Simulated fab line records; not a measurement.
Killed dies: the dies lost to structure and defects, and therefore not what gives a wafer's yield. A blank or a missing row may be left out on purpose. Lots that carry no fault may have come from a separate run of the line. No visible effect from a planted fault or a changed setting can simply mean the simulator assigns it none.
The tool behind it: which one? | flow gf180mcu | 6 lots, 18 wafers sampled, at 2 steps of a route of 602

== WHAT EACH GAUGE READ, for each wafer ==
GF_HV_LDD_TW_MEAS_38.
lot  | measured     | on            | HV_LDD_3_TW
L261 | day 12 19:19 | film-metro-04 | 1450 1450 1459
L264 | day 13 18:31 | film-metro-03 | 1456 1443 1438
L266 | day 14 09:55 | film-metro-02 | 1450 1447 1448
L269 | day 15 08:55 | film-metro-02 | 1450 1450 1450
L272 | day 16 10:13 | film-metro-02 | 1562 1553 1549
L279 | day 18 18:38 | film-metro-03 | 1443 1437 1446

== TOOL THAT RAN EACH LOT (tool first, then ch and the chambers of the sampled wafers, then the start) ==
lot  | GF_HV_LDD_IMPLANT_35
L261 | implanter-01 ch 0, day 12 18:56
L264 | implanter-01 ch 0, day 13 18:07
L266 | implanter-03 ch 0, day 14 09:33
L269 | implanter-01 ch 0, day 15 08:32
L272 | implanter-01 ch 0, day 16 09:29
L279 | implanter-03 ch 0, day 18 18:14
- GF_HV_LDD_IMPLANT_35

== THE ANSWER, worked out from the rows above alone ==
Rule: what is usual is taken from the lots themselves. Put in order of their means at a reading, lots are off if they are a third of the lots or fewer, leave a main group of 4 or more, and stand apart from it by a gap of 3 or more times the standard deviation of the main group's means; of several such gaps the widest counts. If all means in a main group match to the digits the tables above print for the reading, that group is not used. A lot without any number at a reading at which 4 lots or more have one is off too. Any other lot the step has rows for is counted as sound.
Off: L272, seen at GF_HV_LDD_TW_MEAS_38 (HV_LDD_3_TW). The main group has a mean of 1448 with a standard deviation of 3.8.
A tool fits if, at a process step before that reading, it ran every lot that is off, and no sound lot after the first of them. Gauges at GF_HV_LDD_TW_MEAS_38: tried the same way as those tools. Undecided on this evidence; 2 tools fit (implanter-01 at GF_HV_LDD_IMPLANT_35, film-metro-02 at GF_HV_LDD_TW_MEAS_38).

== WHAT THE SIMULATOR HAD PUT IN ==
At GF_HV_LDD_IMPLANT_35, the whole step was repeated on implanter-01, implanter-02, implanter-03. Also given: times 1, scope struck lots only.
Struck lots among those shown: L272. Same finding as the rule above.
